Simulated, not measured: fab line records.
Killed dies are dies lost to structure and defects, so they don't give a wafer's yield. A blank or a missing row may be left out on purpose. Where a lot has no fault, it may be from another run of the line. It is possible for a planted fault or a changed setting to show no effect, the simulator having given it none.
Struck lot and sound lot, side by side	flow sky130	18 steps out of a route of 708
Sound: wafers L603.3, L603.4, L603.6. The struck wafers were L602.1, L602.4, L602.6. The cause is named last.
Order at every step that has rows: each side's tool, ch and its chambers, its first start. Under that, the readings that differ: sound wafers	struck wafers	difference of the means	sigmas: that difference in standard deviations of wafers without a fault.
alike: a reading whose means differ by less than 2 such deviations, as well as words and numbers matching on both sides. not compared: withheld readings; readings where some wafer has no value; bounds like >300 that might hide an equal value; numbers whose values overlap and for which the record gives no deviation.
A row with sigmas, a row that says differs or no value, or rows on one side alone: a step with any of these is where the two part. When numbers do not overlap yet have no deviation, they are printed without sigmas and do not part them. Lack of a reading on every wafer of one side parts them only where that side has two or more wafers.

first, 4 steps without rows for these wafers: SKY_LDD_HVN_SOFTBAKE_03 (time 60 s); SKY_LDD_HVN_EXPOSE_04 (exposes mask HVNTM, target cd 700 nm); SKY_LDD_HVN_PEB_05; SKY_LDD_HVN_DEVELOP_06 (develop time 60 s).
SKY_LDD_HVN_OVL_MEAS_07:
  sound: overlay-02 at day 26 14:17; struck: overlay-01 at day 26 14:22
  alike: LDD_HVN_OVL
following that, these wafers have no rows for 1 step: SKY_LDD_HVN_IMPLANT_08.
SKY_LDD_HVN_STRIP_09: strips in O2/N2.
  sound on plasma-asher-02 ch 0,1, day 26 14:29; struck on plasma-asher-03 ch 0,1, day 26 14:33
  alike: drypump-motor-current-A, oes-product-au, strip-time-to-endpoint-s
  not compared: rf-hours-counter-h
SKY_LDD_HVN_TW_MEAS_10:
  sound: film-metro-01 at day 26 14:35; struck: film-metro-03 at day 26 14:39
  alike: LDD_HVN_TW
then, 4 steps without rows for these wafers: SKY_LDD_HVP_DEHYDRATE_00 (time 60 s); SKY_LDD_HVP_HMDS_01 (prime time 60 s); SKY_LDD_HVP_COAT_02 (resist thk 300 nm); SKY_LDD_HVP_SOFTBAKE_03 (time 60 s).
SKY_LDD_HVP_EXPOSE_04: exposes mask HVPTM, target cd 700 nm.
  sound on iline-stepper-02 ch 0, day 27 04:35; struck on iline-stepper-01 ch 0, day 27 04:47
reading	sound	struck	difference	sigmas
model.LDD_HVP.overlay-x-nm (nm)	-0.479 -0.479 -0.479	-83.82 -83.82 -83.82	-83.34	
  alike: mask
then, 2 steps without rows for these wafers: SKY_LDD_HVP_PEB_05; SKY_LDD_HVP_DEVELOP_06 (develop time 60 s).
SKY_LDD_HVP_OVL_MEAS_07:
  sound: overlay-02 at day 27 19:08; struck: overlay-01 at day 27 19:25
reading	sound	struck	difference	sigmas
LDD_HVP_OVL (nm)	1.1 0.1 0.3	-83.2 -82.7 -82.2	-83.2	-69
following that, these wafers have no rows for 1 step: SKY_LDD_HVP_IMPLANT_08.
SKY_PAD_OPEN_PROBE_99:
  rows exist in the record for the sound wafers here (prober-02, day 49 20:33), none for the struck ones

## WHERE THEY PART
At SKY_LDD_HVP_OVL_MEAS_07 first; at SKY_PAD_OPEN_PROBE_99 last (within this record only).

WHY: whatever the simulator had introduced
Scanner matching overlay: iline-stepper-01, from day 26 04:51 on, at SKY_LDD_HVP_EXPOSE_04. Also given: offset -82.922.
